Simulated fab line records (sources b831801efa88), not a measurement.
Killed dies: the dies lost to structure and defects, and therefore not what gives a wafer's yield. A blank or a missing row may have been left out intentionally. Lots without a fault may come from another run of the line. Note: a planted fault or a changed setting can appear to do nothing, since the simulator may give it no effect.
Which tool was responsible? | flow sky130 | 11 lots with 33 wafers sampled at 5 steps, on a route of 708 steps

WHAT THE GAUGES SHOWED, per wafer
The record lacks any reading of a measuring or inspecting step that a usual standard deviation could be used to judge.

TOOL THAT RAN EACH LOT (tool first, then ch and the chambers of the sampled wafers, then the start)
lot  | SKY_METAL1_ETCH_18                | SKY_METAL2_SPUTTER_00        | SKY_METAL2_SPUTTER_03        | SKY_METAL2_ETCH_18                | SKY_PAD_OPEN_PROBE_99
L873 | rie-metal-01 ch 0,1, day 33 06:37 | pvd-sputter-04, day 34 12:14 | pvd-sputter-04, day 34 12:18 | rie-metal-04 ch 0,1, day 35 15:30 | prober-01, day 46 09:50
L880 | rie-metal-02 ch 0,1, day 36 09:51 | pvd-sputter-04, day 37 14:28 | pvd-sputter-04, day 37 14:32 | rie-metal-04 ch 0,1, day 38 16:04 | prober-02, day 48 14:12
L882 | rie-metal-02 ch 0,1, day 36 12:00 | pvd-sputter-02, day 37 17:29 | pvd-sputter-02, day 37 17:34 | rie-metal-04 ch 0, day 38 19:19   | prober-02, day 48 16:30
L883 | rie-metal-02 ch 0,1, day 36 16:40 | pvd-sputter-03, day 37 21:44 | pvd-sputter-03, day 37 21:49 | rie-metal-04 ch 0,1, day 38 23:58 | prober-01, day 48 19:28
L885 | rie-metal-04 ch 0,1, day 37 18:28 | pvd-sputter-04, day 38 23:09 | pvd-sputter-04, day 38 23:14 | rie-metal-03 ch 0,1, day 40 01:01 | prober-01, day 49 14:22
L886 | rie-metal-02 ch 0,1, day 37 19:22 | pvd-sputter-02, day 38 23:30 | pvd-sputter-02, day 38 23:35 | rie-metal-02 ch 0,1, day 40 01:04 | prober-02, day 49 15:27
L887 | rie-metal-01 ch 0,1, day 38 05:46 | pvd-sputter-04, day 39 09:03 | pvd-sputter-04, day 39 09:07 | rie-metal-03 ch 0,1, day 40 10:49 | prober-01, day 49 23:16
L890 | rie-metal-01 ch 0,1, day 38 17:31 | pvd-sputter-04, day 39 21:00 | pvd-sputter-04, day 39 21:05 | rie-metal-02 ch 0,1, day 40 22:40 | prober-02, day 50 06:16
L892 | rie-metal-02 ch 0,1, day 39 05:14 | pvd-sputter-03, day 40 09:39 | pvd-sputter-03, day 40 09:43 | rie-metal-02 ch 0,1, day 41 11:02 | prober-02, day 50 18:43
L894 | rie-metal-02 ch 0,1, day 39 23:13 | pvd-sputter-04, day 41 02:50 | pvd-sputter-04, day 41 02:55 | rie-metal-04 ch 0,1, day 42 02:58 | prober-02, day 51 00:37
L895 | rie-metal-01 ch 0,1, day 39 23:55 | pvd-sputter-04, day 41 03:59 | pvd-sputter-04, day 41 04:03 | rie-metal-03 ch 0,1, day 42 04:16 | prober-01, day 51 02:45
- SKY_METAL1_ETCH_18: etches BARC in N2/H2, stops on SiO2, time 47.72 s, target depth 60 nm.
- SKY_METAL2_SPUTTER_00: material Ti, target thk 15 nm, time 10 s.
- SKY_METAL2_SPUTTER_03: material Ti, target thk 5 nm, time 3.3 s.
- SKY_METAL2_ETCH_18: etches BARC in N2/H2, stops on SiO2, time 45.9 s, target depth 60 nm.
- SKY_PAD_OPEN_PROBE_99

AS READ BY THE TOOLS THEMSELVES (means over the sampled wafers that have a number; for cases with no such wafer, the mark the record gives instead)
SKY_METAL1_ETCH_18.
lot  | tool         | drypump-motor-current-A (A) | oes-product-au (a.u.) | throttle-valve-pct (%)
L873 | rie-metal-01 | 5.2                         | 0.846                 | 13.218
L880 | rie-metal-02 | 5.6                         | 0.849                 | 13.216
L882 | rie-metal-02 | 5.9                         | 0.849                 | 13.218
L883 | rie-metal-02 | 5.6                         | 0.850                 | 13.225
L885 | rie-metal-04 | 5.5                         | 0.850                 | 13.222
L886 | rie-metal-02 | 5.6                         | 0.851                 | 13.230
L887 | rie-metal-01 | 5.1                         | 0.846                 | 13.224
L890 | rie-metal-01 | 5.2                         | 0.848                 | 13.227
L892 | rie-metal-02 | 5.9                         | 0.843                 | 13.227
L894 | rie-metal-02 | 5.9                         | 0.849                 | 13.235
L895 | rie-metal-01 | 5.2                         | 0.848                 | 13.221

SKY_METAL2_SPUTTER_00.
lot  | tool           | throttle-valve-pct (%)
L873 | pvd-sputter-04 | 29.2
L880 | pvd-sputter-04 | 28.7
L882 | pvd-sputter-02 | 30.3
L883 | pvd-sputter-03 | 30.1
L885 | pvd-sputter-04 | 29.6
L886 | pvd-sputter-02 | 29.8
L887 | pvd-sputter-04 | 28.8
L890 | pvd-sputter-04 | 29.2
L892 | pvd-sputter-03 | 30.1
L894 | pvd-sputter-04 | 29.0
L895 | pvd-sputter-04 | 29.5

SKY_METAL2_SPUTTER_03.
lot  | tool           | throttle-valve-pct (%)
L873 | pvd-sputter-04 | 29.1
L880 | pvd-sputter-04 | 28.8
L882 | pvd-sputter-02 | 30.5
L883 | pvd-sputter-03 | 29.9
L885 | pvd-sputter-04 | 29.2
L886 | pvd-sputter-02 | 30.1
L887 | pvd-sputter-04 | 28.8
L890 | pvd-sputter-04 | 29.2
L892 | pvd-sputter-03 | 29.9
L894 | pvd-sputter-04 | 28.9
L895 | pvd-sputter-04 | 29.5

SKY_METAL2_ETCH_18.
lot  | tool         | drypump-motor-current-A (A) | oes-product-au (a.u.) | run-length-s (s) | throttle-valve-pct (%)
L873 | rie-metal-04 | 5.50                        | 0.857                 | 74.06            | 13.236
L880 | rie-metal-04 | 5.58                        | 0.999                 | 66.46            | 13.236
L882 | rie-metal-04 | 5.41                        | 0.989                 | 66.01            | 13.231
L883 | rie-metal-04 | 5.58                        | 0.997                 | 66.35            | 13.243
L885 | rie-metal-03 | 5.36                        | 0.856                 | 74.17            | 13.230
L886 | rie-metal-02 | 5.92                        | 0.853                 | 74.51            | 13.228
L887 | rie-metal-03 | 5.54                        | 0.852                 | 74.14            | 13.221
L890 | rie-metal-02 | 5.61                        | 0.856                 | 74.16            | 13.225
L892 | rie-metal-02 | 5.91                        | 0.854                 | 74.52            | 13.215
L894 | rie-metal-04 | 5.50                        | 0.855                 | 74.03            | 13.224
L895 | rie-metal-03 | 5.38                        | 0.855                 | 74.48            | 13.222

SKY_PAD_OPEN_PROBE_99.
lot  | tool      | defect-limited-yield (%) | killed_at_M0_to_M3 | killed_at_M4_up | killed-at-contacts | killed-at-front-end | killed-at-other | killed-dies | killed-on-rim | killed-open | killed-short | sort_bin_3_pad_short (%) | sort_bin_5_function (%) | sort_bin_6_memory (%) | sort-n-pass | sort-yield-pct (%)
L873 | prober-01 | 82.5                     | 43                 | 4.3             | 22                 | 17                  | 0.3             | 86          | 17            | 49          | 37           | 0.7                      | 11.2                    | 5.6                   | 406         | 82.5
L880 | prober-02 | 82.7                     | 46                 | 1.3             | 24                 | 13                  | 0.0             | 85          | 16            | 43          | 42           | 0.7                      | 11.3                    | 5.3                   | 407         | 82.7
L882 | prober-02 | 83.1                     | 43                 | 4.0             | 19                 | 18                  | 0.0             | 83          | 17            | 42          | 41           | 0.9                      | 9.7                     | 6.2                   | 409         | 83.1
L883 | prober-01 | 83.0                     | 44                 | 2.7             | 23                 | 13                  | 0.0             | 84          | 16            | 41          | 43           | 0.9                      | 8.9                     | 7.2                   | 408         | 83.0
L885 | prober-01 | 79.4                     | 49                 | 2.0             | 28                 | 22                  | 0.0             | 101         | 20            | 58          | 43           | 1.3                      | 12.1                    | 7.2                   | 391         | 79.4
L886 | prober-02 | 80.9                     | 48                 | 5.7             | 21                 | 19                  | 0.7             | 94          | 21            | 48          | 46           | 0.9                      | 11.3                    | 6.9                   | 398         | 80.9
L887 | prober-01 | 83.3                     | 42                 | 3.7             | 21                 | 15                  | 0.0             | 82          | 19            | 45          | 37           | 0.7                      | 9.4                     | 6.6                   | 410         | 83.3
L890 | prober-02 | 82.8                     | 44                 | 3.0             | 23                 | 14                  | 0.0             | 84          | 13            | 51          | 33           | 0.9                      | 10.6                    | 5.6                   | 408         | 82.8
L892 | prober-02 | 82.9                     | 43                 | 1.7             | 21                 | 18                  | 0.3             | 84          | 15            | 50          | 35           | 0.7                      | 9.6                     | 6.8                   | 408         | 82.9
L894 | prober-02 | 79.1                     | 50                 | 2.3             | 27                 | 23                  | 0.3             | 103         | 20            | 58          | 45           | 0.9                      | 13.1                    | 6.9                   | 389         | 79.1
L895 | prober-01 | 83.2                     | 45                 | 4.0             | 24                 | 9                   | 0.0             | 82          | 16            | 45          | 37           | 0.7                      | 10.0                    | 6.0                   | 410         | 83.2

THE ANSWER, worked out from the rows above alone
Rule: usual is defined by the lots themselves. Put in order of their means at a reading, lots are off if they are a third of the lots or fewer, leave a main group of 4 or more, and stand apart from it by a gap of 3 or more times the standard deviation of the main group's means; of several such gaps the widest counts. A main group is skipped when, at the precision printed for the reading in the tables above, its means are all equal. Also off: a lot with no number at a reading for which 4 or more lots have one. Any other lot the step has rows for is counted as sound. After the gauges, taken in route order, come the tools' own readings; for these a lot's mean is taken, as printed above. At the first step where some lot is off, the reading lying furthest off is the one used; lots without a number count as furthest.
Off: L880, L882, L883, at SKY_METAL2_ETCH_18 (oes-product-au). The main group has a mean of 0.855 a.u. with a standard deviation of 0.0016.
If a tool, at that step or one of the process steps before it, ran each lot that is off and ran no sound lot following the first of them, it fits. Not one of the candidates tried fits.

WHAT THE SIMULATOR HAD PUT IN
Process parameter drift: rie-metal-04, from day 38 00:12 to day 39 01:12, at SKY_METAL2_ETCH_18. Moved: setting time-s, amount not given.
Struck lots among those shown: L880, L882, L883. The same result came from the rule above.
